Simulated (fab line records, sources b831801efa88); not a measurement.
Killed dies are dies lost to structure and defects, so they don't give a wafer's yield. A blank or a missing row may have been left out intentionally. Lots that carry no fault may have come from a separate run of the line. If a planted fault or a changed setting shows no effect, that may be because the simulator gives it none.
A single fault, viewed from 2 desks	flow sfqLine	every desk sees just its own numbers, and what lay behind them comes last

## AT THE TOOL OWNER'S DESK: pvdSputter-04
The tool's own readings at SFQ_TRILAYER_JJ_TRILAYER_DEP_SPUTTER_109 (material Nb, target thk 150 nm, time 100 s): means of the sampled wafers that have a number, for each lot that ran on this tool. A lot is out of limits, marked OUT, if its mean lies more than 4 standard deviations from the usual mean; the brackets give that distance.
Columns: A = cathodeDcPowerW at SFQ_TRILAYER_JJ_TRILAYER_DEP_SPUTTER_109, usual 2000.0 W; B = throttleValvePct at SFQ_TRILAYER_JJ_TRILAYER_DEP_SPUTTER_109, usual 30.2 %
lot	first seen here	A	B
L201	day 51 22:37	1999.9	30.5
L205	day 54 14:36	2000.0	30.6
L206	day 55 06:12	2000.1	30.5
L207	day 55 12:04	2000.0	30.4
L211	day 56 18:46	2039.4 (+99 or more) OUT	30.1
This desk's finding: out of limits on L211; first on L211, day 56 18:46 (cathodeDcPowerW at SFQ_TRILAYER_JJ_TRILAYER_DEP_SPUTTER_109). In limits: L201, L205, L206, L207.

## AT THE METROLOGY DESK
What the gauges read, lot by lot, whatever tool the lot ran on: means of the sampled wafers that have a number. A lot is out of limits, marked OUT, if its mean lies more than 4 standard deviations from the usual mean; the brackets give that distance.
Columns: A = J5_OVL at SFQ_JJ_OVL_MEAS_931, usual 2 nm
lot	first seen here	A
L195	day 50 16:52	8
L196	day 50 22:40	-1
L197	day 51 04:49	-4
L199	day 51 22:49	6
L201	day 52 03:37	0
L202	day 52 15:37	3
L205	day 54 19:38	2
L206	day 55 09:49	2
L207	day 55 15:58	5
L210	day 56 18:59	0
L211	day 56 22:44	2
L214	day 58 06:40	-1
L218	day 64 15:40	9
Result from this desk: across the 13 lots, nothing is out of limits.

## ALL TOGETHER
On L211, at day 56 18:46, an alarm was possible from the tool owner's desk.
At the metrology desk, nothing out of limits was observed.
The metrology desk holds a record of L211, inside its limits.
Of the lots named, all ran SFQ_TRILAYER_JJ_TRILAYER_DEP_SPUTTER_109 on pvdSputter-04.

## WHAT THE SIMULATOR HAD PUT IN
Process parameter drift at SFQ_TRILAYER_JJ_TRILAYER_DEP_SPUTTER_109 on pvdSputter-04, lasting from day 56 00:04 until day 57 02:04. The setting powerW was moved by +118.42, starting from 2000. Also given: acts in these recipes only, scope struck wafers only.
Struck lots among those shown: L211.
How many hours passed from the start of the fault until each desk's first out-of-limits reading: the tool owner's desk, 19.
